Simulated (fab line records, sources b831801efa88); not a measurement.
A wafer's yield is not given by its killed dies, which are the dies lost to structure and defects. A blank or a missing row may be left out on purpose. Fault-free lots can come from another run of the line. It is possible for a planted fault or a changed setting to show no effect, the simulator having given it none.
8D (eight disciplines) problem report, filled in by code / flow gf180mcu / the parts of the form that need people (team, actions taken, sign-off) are left out

== 1. THE ISSUE ==
M4_ALCU_RS at GF_M4_RS_MEAS_05 reads a mean of 0.0933 ohm/sq on 2 wafers of 1 lot; wafers without a fault read 0.0696 ohm/sq with a standard deviation of 0.0011. Measured from the usual mean, that is +22 standard deviations.
The step: measures by four-point-probe.
First observed at day 26 12:50: wafer L921.4, on film metro-01. At this step, 15 wafers from 5 lots have a number in the record. Rule for "out", or "out of limits": more than 4 standard deviations from the usual mean. The other wafers with a number count as sound.

== 2. WHAT IT IS; WHAT IT IS NOT ==
question=which readings at this step | is=M4_ALCU_RS | is not=-
question=which lots | is=L921 | is not=L909, L929, L931, L932
question=which wafers of those lots | is=L921.4, L921.5 | is not=L921.2
question=read on which gauges | is=film metro-01 | is not=film metro-02, film metro-04
question=when | is=from day 26 12:50 | is not=up to then (4 sound wafers); but 9 sound wafers of L929, L931, L932 came after

== 3. THE SUSPECTS, EACH WITH WHAT RULES IT OUT ==
Counting: a tool at a process step up to the reading stays a suspect if it ran every lot that is out. Sound lots after the first of them don't rule it out here, since some wafers of a struck lot are sound.
- the gauge at GF_M4_RS_MEAS_05: kept. All the wafers that are out were read on film metro-01, and no step on other tools shows them out.
- rie diel-02 at GF_V3_ETCH_17 (etches SiO2 in C4F8/O2/Ar, stops on TiN, target depth 635 nm): kept. It ran the lot that is out, L921 (day 26 11:55). GF_V3_ETCH_17: start missing for some lots; hours and lot order therefore follow GF_V3_SPUTTER_21.
- pvd sputter-04 at GF_V3_SPUTTER_21 (material Ti, target thk 15 nm, time 80.02 s): kept. It ran the lot that is out, L921 (day 26 11:55).
- cvd w-01 at GF_V3_CVD_23 (deposits W, target thk 350 nm, time 104.9 s): kept. The lot that is out, L921, ran on it at day 26 12:01; the last sound lot it ran before that was L909, at day 22 19:16.
- pvd sputter-01 at GF_M4_SPUTTER_00 (material Ti, target thk 37.5 nm, time 150 s): kept. It ran the lot that is out, L921 (day 26 12:36).
- pvd sputter-01 at GF_M4_SPUTTER_01 (material TiN, target thk 30 nm, time 25 s): kept. It ran the lot that is out, L921 (day 26 12:42).
- pvd sputter-01 at GF_M4_SPUTTER_02 (material AlCu, target thk 450 nm, time 23.9 s): kept. It ran the lot that is out, L921 (day 26 12:44).
- At GF_V3_ETCH_17 on rie diel-02, chamber 2 took the sound wafers of the same lots and chamber 0 took the wafers that are out.
- At GF_V3_CVD_23 on cvd w-01, chamber 1 took the sound wafers of the same lots and chamber 0 took the wafers that are out.
Left after counting: rie diel-02 at GF_V3_ETCH_17, pvd sputter-04 at GF_V3_SPUTTER_21, cvd w-01 at GF_V3_CVD_23, pvd sputter-01 at GF_M4_SPUTTER_00, pvd sputter-01 at GF_M4_SPUTTER_01, pvd sputter-01 at GF_M4_SPUTTER_02, film metro-01 at GF_M4_RS_MEAS_05.

== 4. THE CAUSE (what the simulator had put in) ==
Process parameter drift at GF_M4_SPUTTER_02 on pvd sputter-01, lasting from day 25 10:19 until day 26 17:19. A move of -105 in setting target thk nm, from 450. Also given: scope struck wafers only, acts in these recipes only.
Counting left 7 suspects, and this tool is among them.

== 5. THE CHAIN OF EFFECTS, in route order ==
Rows list readings where the struck wafers' mean (over those with a number) sits beyond 3 standard deviations from the usual. Only readings whose record carries a usual standard deviation are examined. hours: median over the lots of the time between each lot's start at the first step of this table that gives one and its start at this step. sigmas: the change, counted in usual standard deviations.
hours=0; step=GF_M4_RS_MEAS_05; reading=M4_ALCU_RS; usual=0.0696 ohm/sq; on struck wafers=0.0933; change=+0.0237; sigmas=+22
hours=0; step=GF_M4_THK_MEAS_06; reading=M4_ALCU_THK; usual=452 nm; on struck wafers=338; change=-114; sigmas=-14

== 6. HOW IT WOULD HAVE BEEN CAUGHT EARLIER ==
In this record the first reading out of limits at a measuring or inspecting step was taken at day 26 12:50, 27 hours after the fault began at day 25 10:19.
Of the tool readings at GF_M4_SPUTTER_02 for which the record gives a usual standard deviation, none was out on any struck wafer, so an alarm limit of 4 standard deviations on them would not have fired.
Lots out: 1; all had begun GF_M4_SPUTTER_02 on pvd sputter-01 by day 26 12:50. A hold on the tool at that time would have spared none of them.
